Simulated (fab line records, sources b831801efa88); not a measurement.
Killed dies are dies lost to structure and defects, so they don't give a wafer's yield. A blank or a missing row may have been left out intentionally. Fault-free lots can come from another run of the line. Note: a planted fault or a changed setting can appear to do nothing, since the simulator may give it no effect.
Which of the tools did it? / flow gf180mcu / Sampling: 12 lots, 36 wafers, 6 of 602 route steps

## WHAT THE GAUGES READ, wafer by wafer
GF_STI_THK_MEAS_24.
lot=L823; measured=day 2 03:59; on=film-metro-02; STI_CVD_23_THK (nm)=658 646 649
lot=L825; measured=day 2 13:47; on=film-metro-02; STI_CVD_23_THK (nm)=659 644 656
lot=L828; measured=day 3 04:49; on=film-metro-02; STI_CVD_23_THK (nm)=652 662 646
lot=L830; measured=day 3 15:26; on=film-metro-01; STI_CVD_23_THK (nm)=652 656 655
lot=L831; measured=day 3 20:40; on=film-metro-03; STI_CVD_23_THK (nm)=652 651 652
lot=L832; measured=day 4 02:47; on=film-metro-02; STI_CVD_23_THK (nm)=659 648 656
lot=L838; measured=day 5 10:46; on=film-metro-02; STI_CVD_23_THK (nm)=652 651 667
lot=L839; measured=day 5 13:24; on=film-metro-02; STI_CVD_23_THK (nm)=659 650 652
lot=L840; measured=day 5 19:19; on=film-metro-01; STI_CVD_23_THK (nm)=645 642 639
lot=L842; measured=day 6 05:41; on=film-metro-01; STI_CVD_23_THK (nm)=660 656 661
lot=L844; measured=day 6 14:51; on=film-metro-03; STI_CVD_23_THK (nm)=661 655 651
lot=L846; measured=day 7 02:20; on=film-metro-01; STI_CVD_23_THK (nm)=641 656 641

GF_PSD_RS_MEAS_14: measurement is done with a four-point probe.
lot=L823; measured=day 14 05:29; on=film-metro-03; NSD_RS (ohm/sq)=46.11 46.11 46.19
lot=L825; measured=day 14 22:14; on=film-metro-03; NSD_RS (ohm/sq)=46.10 46.19 46.16
lot=L828; measured=day 16 02:13; on=film-metro-03; NSD_RS (ohm/sq)=46.17 46.00 46.17
lot=L830; measured=day 16 16:40; on=film-metro-04; NSD_RS (ohm/sq)=42.01 41.97 41.98
lot=L831; measured=day 17 03:32; on=film-metro-03; NSD_RS (ohm/sq)=41.96 41.88 41.96
lot=L832; measured=day 17 06:28; on=film-metro-03; NSD_RS (ohm/sq)=41.86 41.87 41.82
lot=L838; measured=day 19 20:48; on=film-metro-03; NSD_RS (ohm/sq)=46.27 46.22 46.25
lot=L839; measured=day 19 23:32; on=film-metro-02; NSD_RS (ohm/sq)=46.05 46.01 46.11
lot=L840; measured=day 20 08:10; on=film-metro-02; NSD_RS (ohm/sq)=45.96 46.05 46.04
lot=L842; measured=day 21 06:46; on=film-metro-03; NSD_RS (ohm/sq)=46.03 46.08 46.14
lot=L844; measured=day 21 18:05; on=film-metro-02; NSD_RS (ohm/sq)=46.10 46.02 45.97
lot=L846; measured=day 22 04:47; on=film-metro-03; NSD_RS (ohm/sq)=46.22 46.14 46.19

GF_PSD_RS_MEAS_15: measurement is done with a four-point probe.
lot=L823; measured=day 14 05:37; on=film-metro-03; PSD_RS (ohm/sq)=108.62 108.32 108.63
lot=L825; measured=day 14 22:21; on=film-metro-03; PSD_RS (ohm/sq)=108.32 108.67 108.78
lot=L828; measured=day 16 02:20; on=film-metro-03; PSD_RS (ohm/sq)=108.65 108.42 108.67
lot=L830; measured=day 16 16:47; on=film-metro-04; PSD_RS (ohm/sq)=101.06 101.27 101.32
lot=L831; measured=day 17 03:39; on=film-metro-03; PSD_RS (ohm/sq)=100.67 100.76 100.93
lot=L832; measured=day 17 06:35; on=film-metro-03; PSD_RS (ohm/sq)=100.49 100.70 100.62
lot=L838; measured=day 19 20:55; on=film-metro-03; PSD_RS (ohm/sq)=109.19 109.05 109.08
lot=L839; measured=day 19 23:40; on=film-metro-02; PSD_RS (ohm/sq)=108.44 108.62 108.32
lot=L840; measured=day 20 08:17; on=film-metro-02; PSD_RS (ohm/sq)=108.78 108.32 108.17
lot=L842; measured=day 21 06:53; on=film-metro-03; PSD_RS (ohm/sq)=108.31 108.32 108.62
lot=L844; measured=day 21 18:12; on=film-metro-02; PSD_RS (ohm/sq)=108.21 108.39 108.70
lot=L846; measured=day 22 04:54; on=film-metro-03; PSD_RS (ohm/sq)=108.56 108.66 108.39

GF_M1_RS_MEAS_05: measurement is done with a four-point probe.
lot=L823; measured=day 16 03:05; on=film-metro-04; M1_ALCU_RS (ohm/sq)=0.0698 0.0694 0.0693
lot=L825; measured=day 16 21:22; on=film-metro-03; M1_ALCU_RS (ohm/sq)=0.0704 0.0692 0.0697
lot=L828; measured=day 18 02:41; on=film-metro-04; M1_ALCU_RS (ohm/sq)=0.0705 0.0695 0.0706
lot=L830; measured=day 18 17:19; on=film-metro-03; M1_ALCU_RS (ohm/sq)=0.0682 0.0689 0.0688
lot=L831; measured=day 19 05:41; on=film-metro-02; M1_ALCU_RS (ohm/sq)=0.0696 0.0692 0.0691
lot=L832; measured=day 19 09:14; on=film-metro-04; M1_ALCU_RS (ohm/sq)=0.0702 0.0687 0.0705
lot=L838; measured=day 22 01:06; on=film-metro-04; M1_ALCU_RS (ohm/sq)=0.0702 0.0695 0.0694
lot=L839; measured=day 22 02:27; on=film-metro-04; M1_ALCU_RS (ohm/sq)=0.0693 0.0687 0.0694
lot=L840; measured=day 22 10:47; on=film-metro-02; M1_ALCU_RS (ohm/sq)=0.0695 0.0692 0.0707
lot=L842; measured=day 23 09:02; on=film-metro-04; M1_ALCU_RS (ohm/sq)=0.0697 0.0698 0.0686
lot=L844; measured=day 24 04:54; on=film-metro-03; M1_ALCU_RS (ohm/sq)=0.0699 0.0687 0.0698
lot=L846; measured=day 24 05:17; on=film-metro-03; M1_ALCU_RS (ohm/sq)=0.0695 0.0684 0.0697

## TOOL THAT RAN EACH LOT (tool first, then ch and the chambers of the sampled wafers, then the start)
lot=L823; GF_DUAL_GATE_STRIP_13=plasma-asher-01 ch 0,1, day 8 08:48; GF_PSD_RTA_13=rtp-anneal-02 ch 0, day 14 05:25
lot=L825; GF_DUAL_GATE_STRIP_13=plasma-asher-01 ch 0,1, day 8 22:36; GF_PSD_RTA_13=rtp-anneal-02 ch 0, day 14 22:09
lot=L828; GF_DUAL_GATE_STRIP_13=plasma-asher-01 ch 0,1, day 9 19:17; GF_PSD_RTA_13=rtp-anneal-02 ch 0, day 16 02:07
lot=L830; GF_DUAL_GATE_STRIP_13=plasma-asher-01 ch 0,1, day 10 09:00; GF_PSD_RTA_13=rtp-anneal-02 ch 0, day 16 16:35
lot=L831; GF_DUAL_GATE_STRIP_13=plasma-asher-03 ch 0,1, day 10 18:53; GF_PSD_RTA_13=rtp-anneal-02 ch 0, day 17 03:26
lot=L832; GF_DUAL_GATE_STRIP_13=plasma-asher-01 ch 0,1, day 10 22:27; GF_PSD_RTA_13=rtp-anneal-02 ch 0, day 17 06:23
lot=L838; GF_DUAL_GATE_STRIP_13=plasma-asher-02 ch 0, day 12 18:09; GF_PSD_RTA_13=rtp-anneal-02 ch 0, day 19 20:43
lot=L839; GF_DUAL_GATE_STRIP_13=plasma-asher-02 ch 0, day 12 20:25; GF_PSD_RTA_13=rtp-anneal-02 ch 0, day 19 23:27
lot=L840; GF_DUAL_GATE_STRIP_13=plasma-asher-01 ch 0,1, day 13 04:54; GF_PSD_RTA_13=rtp-anneal-02 ch 0, day 20 08:05
lot=L842; GF_DUAL_GATE_STRIP_13=plasma-asher-03 ch 0,1, day 13 20:08; GF_PSD_RTA_13=rtp-anneal-02 ch 0, day 21 06:41
lot=L844; GF_DUAL_GATE_STRIP_13=plasma-asher-01 ch 0,1, day 14 11:12; GF_PSD_RTA_13=rtp-anneal-02 ch 0, day 21 18:00
lot=L846; GF_DUAL_GATE_STRIP_13=plasma-asher-01 ch 0,1, day 14 22:49; GF_PSD_RTA_13=rtp-anneal-01 ch 0, day 22 04:41
- GF_DUAL_GATE_STRIP_13: strips in O2/N2.
- GF_PSD_RTA_13: time 20 s.

## WHAT THE TOOLS THEMSELVES READ (means of the sampled wafers that have a number; where no wafer has one, the mark that the record gives instead)
GF_DUAL_GATE_STRIP_13.
lot=L823; tool=plasma-asher-01; drypump-motor-current-A (A)=5.6; heater-power-w (W)=325; oes-product-au (a.u.)=0.715; strip-time-to-endpoint-s (s)=12.65
lot=L825; tool=plasma-asher-01; drypump-motor-current-A (A)=5.6; heater-power-w (W)=328; oes-product-au (a.u.)=0.723; strip-time-to-endpoint-s (s)=12.72
lot=L828; tool=plasma-asher-01; drypump-motor-current-A (A)=5.6; heater-power-w (W)=327; oes-product-au (a.u.)=0.712; strip-time-to-endpoint-s (s)=12.72
lot=L830; tool=plasma-asher-01; drypump-motor-current-A (A)=5.6; heater-power-w (W)=328; oes-product-au (a.u.)=0.714; strip-time-to-endpoint-s (s)=12.63
lot=L831; tool=plasma-asher-03; drypump-motor-current-A (A)=5.9; heater-power-w (W)=330; oes-product-au (a.u.)=0.715; strip-time-to-endpoint-s (s)=12.70
lot=L832; tool=plasma-asher-01; drypump-motor-current-A (A)=5.5; heater-power-w (W)=319; oes-product-au (a.u.)=0.714; strip-time-to-endpoint-s (s)=12.71
lot=L838; tool=plasma-asher-02; drypump-motor-current-A (A)=6.0; heater-power-w (W)=338; oes-product-au (a.u.)=0.716; strip-time-to-endpoint-s (s)=12.62
lot=L839; tool=plasma-asher-02; drypump-motor-current-A (A)=6.0; heater-power-w (W)=341; oes-product-au (a.u.)=0.717; strip-time-to-endpoint-s (s)=12.69
lot=L840; tool=plasma-asher-01; drypump-motor-current-A (A)=5.6; heater-power-w (W)=327; oes-product-au (a.u.)=0.718; strip-time-to-endpoint-s (s)=12.70
lot=L842; tool=plasma-asher-03; drypump-motor-current-A (A)=6.3; heater-power-w (W)=338; oes-product-au (a.u.)=0.716; strip-time-to-endpoint-s (s)=12.69
lot=L844; tool=plasma-asher-01; drypump-motor-current-A (A)=5.6; heater-power-w (W)=324; oes-product-au (a.u.)=0.718; strip-time-to-endpoint-s (s)=12.66
lot=L846; tool=plasma-asher-01; drypump-motor-current-A (A)=5.5; heater-power-w (W)=326; oes-product-au (a.u.)=0.715; strip-time-to-endpoint-s (s)=12.65

GF_PSD_RTA_13.
lot=L823; tool=rtp-anneal-02; lamp-power-pct (%)=28.9; run-length-s (s)=48.2; wafer_temp_C_max=1029.8
lot=L825; tool=rtp-anneal-02; lamp-power-pct (%)=28.8; run-length-s (s)=48.3; wafer_temp_C_max=1029.3
lot=L828; tool=rtp-anneal-02; lamp-power-pct (%)=28.8; run-length-s (s)=48.3; wafer_temp_C_max=1029.5
lot=L830; tool=rtp-anneal-02; lamp-power-pct (%)=28.8; run-length-s (s)=72.0; wafer_temp_C_max=1029.5
lot=L831; tool=rtp-anneal-02; lamp-power-pct (%)=28.8; run-length-s (s)=71.9; wafer_temp_C_max=1029.4
lot=L832; tool=rtp-anneal-02; lamp-power-pct (%)=28.8; run-length-s (s)=71.8; wafer_temp_C_max=1029.7
lot=L838; tool=rtp-anneal-02; lamp-power-pct (%)=28.8; run-length-s (s)=48.2; wafer_temp_C_max=1029.0
lot=L839; tool=rtp-anneal-02; lamp-power-pct (%)=28.8; run-length-s (s)=48.3; wafer_temp_C_max=1029.5
lot=L840; tool=rtp-anneal-02; lamp-power-pct (%)=28.8; run-length-s (s)=48.2; wafer_temp_C_max=1029.6
lot=L842; tool=rtp-anneal-02; lamp-power-pct (%)=28.8; run-length-s (s)=48.4; wafer_temp_C_max=1029.0
lot=L844; tool=rtp-anneal-02; lamp-power-pct (%)=28.8; run-length-s (s)=48.2; wafer_temp_C_max=1028.9
lot=L846; tool=rtp-anneal-01; lamp-power-pct (%)=34.5; run-length-s (s)=48.8; wafer_temp_C_max=1031.0

## THE ANSWER, worked out from the rows above alone
Rule: the usual values come from the lots themselves. Put in order of their means at a reading, lots are off if they are a third of the lots or fewer, leave a main group of 4 or more, and stand apart from it by a gap of 3 or more times the standard deviation of the main group's means; of several such gaps the widest counts. The tables above print the reading to a certain number of digits; a main group whose means all agree to those digits is not used. Also off: a lot with no number at a reading for which 4 or more lots have one. The other lots that the step has rows for count as sound. The gauges are gone through in route order, then the tools' own readings, and for those a lot's mean is taken as printed above. The first step at which some lot is off is used, and at that step the reading that is off furthest; a lot without a number counts as furthest.
Off: at GF_PSD_RS_MEAS_14 (NSD_RS), L830, L831, L832. For the main group the mean is 46.11 ohm/sq and the standard deviation 0.071.
A tool fits if, at a process step before that reading, it ran every lot that is off, and no sound lot after the first of them. Not tried: the gauges at GF_PSD_RS_MEAS_14; whatever is off there is also off at GF_PSD_RTA_13, on other tools, and gauge error can't account for it. No candidate that was tried fits.

## WHAT THE SIMULATOR HAD PUT IN
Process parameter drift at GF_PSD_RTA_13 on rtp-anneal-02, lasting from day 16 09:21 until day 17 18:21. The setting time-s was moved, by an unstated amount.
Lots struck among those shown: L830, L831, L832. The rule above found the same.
